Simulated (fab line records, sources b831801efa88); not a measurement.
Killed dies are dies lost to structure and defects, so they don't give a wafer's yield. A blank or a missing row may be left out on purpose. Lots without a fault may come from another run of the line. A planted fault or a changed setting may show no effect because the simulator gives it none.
A struck lot beside a sound one | flow sky130 | 15 steps out of a route of 708
Sound: wafers L725.1, L725.5, L725.6. Struck: wafers L727.2, L727.3, L727.6. The cause comes at the end.
At each step with rows: each side's tool, then ch and its chambers, then its first start. Under that, the readings that differ: sound wafers | struck wafers | difference of the means | sigmas: that difference in standard deviations of wafers without a fault.
alike: readings whose means differ by less than 2 such deviations, and words and numbers that are the same on both sides. not compared: withheld readings, readings that some wafer has no value for, bounds like >300 that may hide the same value, and numbers for which the record gives no deviation and whose values overlap.
The two part at a step that has a row with sigmas, a row that says differs or no value, or rows on one side only. Numbers that don't overlap but have no deviation are shown without sigmas and don't part them. A reading that every wafer of one side lacks parts them only if that side has two wafers or more.

first, 2 steps without rows for these wafers: SKY_GATE_OXIDE_IMPLANT_11; SKY_GATE_OXIDE_WET_ETCH_12 (etches SiO2 in dHF, target depth 16.8 nm, time 336 s).
SKY_GATE_OXIDE_STRIP_13: strips in O2/N2.
  sound on plasma_asher-04 ch 0,1, day 15 08:49; struck on plasma_asher-01 ch 0,1, day 16 09:28
  reading                      | sound             | struck            | difference | sigmas
  strip_time_to_endpoint_s (s) | 14.24 14.23 14.25 | 14.13 14.19 14.14 | -0.09      | -2
  alike: drypump_motor_current_A, oes_product_au
  not compared: rf_hours_counter_h
SKY_GATE_OXIDE_TW_MEAS_14:
  sound on film_metro-04, day 15 08:55; struck on film_metro-03, day 16 09:35
  alike: GATE_OXIDE_TW
then, 3 steps without rows for these wafers: SKY_GATE_OXIDE_CLEAN_15 (cleans in SC1/SC2, time 150 s); SKY_GATE_OXIDE_OXIDATION_16 (stabilise 600 s, purge 300 s, target thk 3.57 nm); SKY_POLY_GATE_CVD_00 (deposits poly-Si, target thk 180 nm, time 720 s).
SKY_POLY_GATE_THK_MEAS_01:
  sound on film_metro-03, day 15 11:45; struck on film_metro-01, day 16 12:25
  alike: POLY_GATE_CVD_00_THK
then, 4 steps without rows for these wafers: SKY_RES_PROTECT_DEHYDRATE_00 (time 60 s); SKY_RES_PROTECT_HMDS_01 (prime time 60 s); SKY_RES_PROTECT_COAT_02 (resist thk 1140 nm); SKY_RES_PROTECT_SOFTBAKE_03 (time 60 s).
SKY_RES_PROTECT_EXPOSE_04: exposes mask RPM, target cd 1270 nm.
  sound on iline_stepper-01 ch 0, day 16 01:01; struck on iline_stepper-01 ch 0, day 17 03:08
  reading              | sound                | struck               | difference | sigmas
  exposure_dose_mJ_cm2 | 131.31 131.22 131.26 | 129.07 129.13 129.05 | -2.18      | -17
  alike: mask
then, 1 step without rows for these wafers: SKY_RES_PROTECT_PEB_05.
-- the record jumps here: 31 days lie between the struck wafers' starts before and after (it left off in module RES_PROTECT and takes up again in module PAD_OPEN, whose first step shown is number 708 of the route) --
SKY_PAD_OPEN_PROBE_99:
  sound on prober-01, day 46 20:43; struck on prober-02, day 47 19:15
  alike: killed_at_M0_to_M3, killed_at_M4_up, killed_at_contacts, killed_at_front_end, killed_at_other, killed_dies, killed_on_rim, killed_open, killed_short

WHERE THEY PART
First at SKY_GATE_OXIDE_STRIP_13; last, within this record, at SKY_RES_PROTECT_EXPOSE_04. Later steps at which nothing parts them and some readings are alike: SKY_PAD_OPEN_PROBE_99.

WHY: what the simulator had put in
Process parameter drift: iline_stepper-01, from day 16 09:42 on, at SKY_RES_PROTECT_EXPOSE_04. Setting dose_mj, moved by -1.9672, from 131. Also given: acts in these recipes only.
